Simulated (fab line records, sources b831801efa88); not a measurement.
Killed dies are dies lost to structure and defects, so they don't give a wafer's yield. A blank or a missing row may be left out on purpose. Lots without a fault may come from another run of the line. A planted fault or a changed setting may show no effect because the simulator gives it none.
Chamber matching | flow sky130 | SKY_FIELD_ISO_ETCH_17 on rie_si-02: 4 sister chambers
The step etches Si in HBr/Cl2/O2, target depth 342 nm, time 97.7 s. 8 wafers are shown with their chamber, then 8 later ones without.

WAFERS WITH THEIR CHAMBER
wafer  | chamber | drypump_motor_current_A (A) | rf_fwd_power_W (W)
L226.2 | 0       | 5.66                        | 593.4
L226.5 | 0       | 5.66                        | 594.8
L228.5 | 2       | 5.91                        | 592.8
L229.3 | 3       | 5.66                        | 598.4
L230.1 | 2       | 5.91                        | 594.1
L230.2 | 3       | 5.64                        | 596.6
L230.3 | 1       | 5.66                        | 598.9
L235.1 | 1       | 5.69                        | 597.0

WAFERS WITHOUT THEIR CHAMBER
wafer  | drypump_motor_current_A (A) | rf_fwd_power_W (W)
L235.3 | 5.66                        | 598.0
L235.4 | 5.91                        | 596.0
L241.1 | 5.89                        | 596.7
L241.2 | 5.65                        | 595.1
L241.4 | 5.65                        | 593.4
L246.1 | 5.65                        | 599.5
L246.2 | 5.92                        | 594.2
L246.3 | 5.66                        | 593.2

WHICH CHAMBER EACH WENT THROUGH
wafer  | from the rows above          | in truth
L235.3 | can't be placed: 3 or 1      | 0
L235.4 | 2                            | 2
L241.1 | 2                            | 2
L241.2 | can't be placed: 0 or 3 or 1 | 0
L241.4 | 0                            | 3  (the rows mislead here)
L246.1 | can't be placed: 3 or 1      | 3
L246.2 | 2                            | 2
L246.3 | 0                            | 0
Placed correctly: 4 of 8. Can't be placed from these rows: 3 (the true chamber is among the candidates in 2). Placed wrongly: 1.
How it was worked out, from the rows above alone: a wafer's distance from a chamber is the root of the sum, over the readings, of the square of ((its reading less the chamber's mean) divided by the reading's scatter). The wafer belongs to the nearest chamber; if the next one is less than 2 further off, it can't be placed. A chamber's mean is the mean of its shown wafers. The scatter: the root of (the sum of the squares of (reading less its chamber's mean) over the shown wafers, divided by (wafers less chambers)).
